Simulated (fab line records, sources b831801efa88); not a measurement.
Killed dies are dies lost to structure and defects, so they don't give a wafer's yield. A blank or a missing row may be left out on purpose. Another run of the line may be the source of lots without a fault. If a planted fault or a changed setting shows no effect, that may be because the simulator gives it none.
Which tool was responsible? :: flow sky130 :: 35 wafers from 12 lots sampled at 2 of the route's 708 steps

## WHAT THE GAUGES SHOWED, per wafer
SKY_METAL1_RS_MEAS_05: measurement is done with a four-point probe. Usual: for METAL1_ALCU_RS the level is 0.1260 ohm/sq and the standard deviation is 0.0013.
lot: L802
measured: day 31 17:08
on: film_metro-01
METAL1_ALCU_RS (ohm/sq): 0.1267 0.1265 0.1275
flag: 

lot: L803
measured: day 32 03:11
on: film_metro-04
METAL1_ALCU_RS (ohm/sq): 0.1258 0.1267 0.1272
flag: 

lot: L804
measured: day 32 12:25
on: film_metro-04
METAL1_ALCU_RS (ohm/sq): 0.1236 0.1254 0.1253
flag: 

lot: L812
measured: day 34 21:40
on: film_metro-04
METAL1_ALCU_RS (ohm/sq): 0.1254 0.1268 0.1253
flag: 

lot: L814
measured: day 35 14:43
on: film_metro-04
METAL1_ALCU_RS (ohm/sq): 0.1259 0.1265 0.1256
flag: 

lot: L815
measured: day 35 18:46
on: film_metro-04
METAL1_ALCU_RS (ohm/sq): 0.1254 0.1267 0.1294
flag: 

lot: L816
measured: day 36 05:44
on: film_metro-03
METAL1_ALCU_RS (ohm/sq): 0.1246 0.1242 0.1228
flag: 

lot: L819
measured: day 37 05:13
on: film_metro-01
METAL1_ALCU_RS (ohm/sq): 0.1257 0.1277 0.1278
flag: 

lot: L820
measured: day 37 10:22
on: film_metro-04
METAL1_ALCU_RS (ohm/sq): 0.1256 0.1248 0.1249
flag: 

lot: L821
measured: day 37 18:13
on: film_metro-03
METAL1_ALCU_RS (ohm/sq): 0.1281 0.1281
flag: 

lot: L823
measured: day 38 09:29
on: film_metro-03
METAL1_ALCU_RS (ohm/sq): 0.1266 0.1268 0.1260
flag: 

lot: L824
measured: day 38 12:06
on: film_metro-04
METAL1_ALCU_RS (ohm/sq): 0.1238 0.1236 0.1228
flag: 

## WHAT TOOL EACH LOT RAN ON (gives the tool, then ch and the chambers of the sampled wafers, and finally the start)
lot: L802
SKY_METAL1_SPUTTER_02: pvd_sputter-03, day 31 17:01

lot: L803
SKY_METAL1_SPUTTER_02: pvd_sputter-01, day 32 03:03

lot: L804
SKY_METAL1_SPUTTER_02: pvd_sputter-01, day 32 12:19

lot: L812
SKY_METAL1_SPUTTER_02: pvd_sputter-03, day 34 21:34

lot: L814
SKY_METAL1_SPUTTER_02: pvd_sputter-04, day 35 14:35

lot: L815
SKY_METAL1_SPUTTER_02: pvd_sputter-01, day 35 18:40

lot: L816
SKY_METAL1_SPUTTER_02: pvd_sputter-01, day 36 05:38

lot: L819
SKY_METAL1_SPUTTER_02: pvd_sputter-04, day 37 05:07

lot: L820
SKY_METAL1_SPUTTER_02: pvd_sputter-03, day 37 10:15

lot: L821
SKY_METAL1_SPUTTER_02: pvd_sputter-03, day 37 18:07

lot: L823
SKY_METAL1_SPUTTER_02: pvd_sputter-03, day 38 09:24

lot: L824
SKY_METAL1_SPUTTER_02: pvd_sputter-03, day 38 12:01
- SKY_METAL1_SPUTTER_02: material AlCu, target thk 250 nm, time 13.3 s.

## WHAT THE TOOLS THEMSELVES READ (means of the sampled wafers that have a number; where no wafer has one, the mark that the record gives instead)
SKY_METAL1_SPUTTER_02. Usual: chamber_pressure_pa 0.4002 Pa, standard deviation 0.0008; throttle_valve_pct 30.0 %, standard deviation 0.92.
lot: L802
tool: pvd_sputter-03
chamber_pressure_pa (Pa): 0.3995
throttle_valve_pct (%): 29.9
flag: 

lot: L803
tool: pvd_sputter-01
chamber_pressure_pa (Pa): 0.4005
throttle_valve_pct (%): 29.5
flag: 

lot: L804
tool: pvd_sputter-01
chamber_pressure_pa (Pa): 0.3998
throttle_valve_pct (%): 29.7
flag: 

lot: L812
tool: pvd_sputter-03
chamber_pressure_pa (Pa): 0.3994
throttle_valve_pct (%): 30.4
flag: 

lot: L814
tool: pvd_sputter-04
chamber_pressure_pa (Pa): 0.4003
throttle_valve_pct (%): 30.2
flag: 

lot: L815
tool: pvd_sputter-01
chamber_pressure_pa (Pa): 0.4001
throttle_valve_pct (%): 29.5
flag: 

lot: L816
tool: pvd_sputter-01
chamber_pressure_pa (Pa): 0.4000
throttle_valve_pct (%): 30.0
flag: 

lot: L819
tool: pvd_sputter-04
chamber_pressure_pa (Pa): 0.4006
throttle_valve_pct (%): 29.7
flag: 

lot: L820
tool: pvd_sputter-03
chamber_pressure_pa (Pa): 0.3997
throttle_valve_pct (%): 30.5
flag: 

lot: L821
tool: pvd_sputter-03
chamber_pressure_pa (Pa): 0.4007
throttle_valve_pct (%): 29.6
flag: 

lot: L823
tool: pvd_sputter-03
chamber_pressure_pa (Pa): 0.4004
throttle_valve_pct (%): 30.0
flag: 

lot: L824
tool: pvd_sputter-03
chamber_pressure_pa (Pa): 0.4009
throttle_valve_pct (%): 30.3
flag: 

## THE ANSWER, worked out from the rows above alone
Rule: a lot counts as off when the mean over its wafers that have a number is more than 3 standard deviations away from the usual mean. Also off: a lot with no number at a reading for which 4 or more lots have one. Where the step has rows for the other lots, those lots are counted as sound. Order of review: gauges by route order, followed by the tools' own readings, for which a lot's mean as printed above is used. The first step at which some lot is off is used, and at that step the reading that is off furthest; a lot without a number counts as furthest.
Nothing can be told from this: no lot is off at any reading shown.

## WHAT THE SIMULATOR HAD INSERTED
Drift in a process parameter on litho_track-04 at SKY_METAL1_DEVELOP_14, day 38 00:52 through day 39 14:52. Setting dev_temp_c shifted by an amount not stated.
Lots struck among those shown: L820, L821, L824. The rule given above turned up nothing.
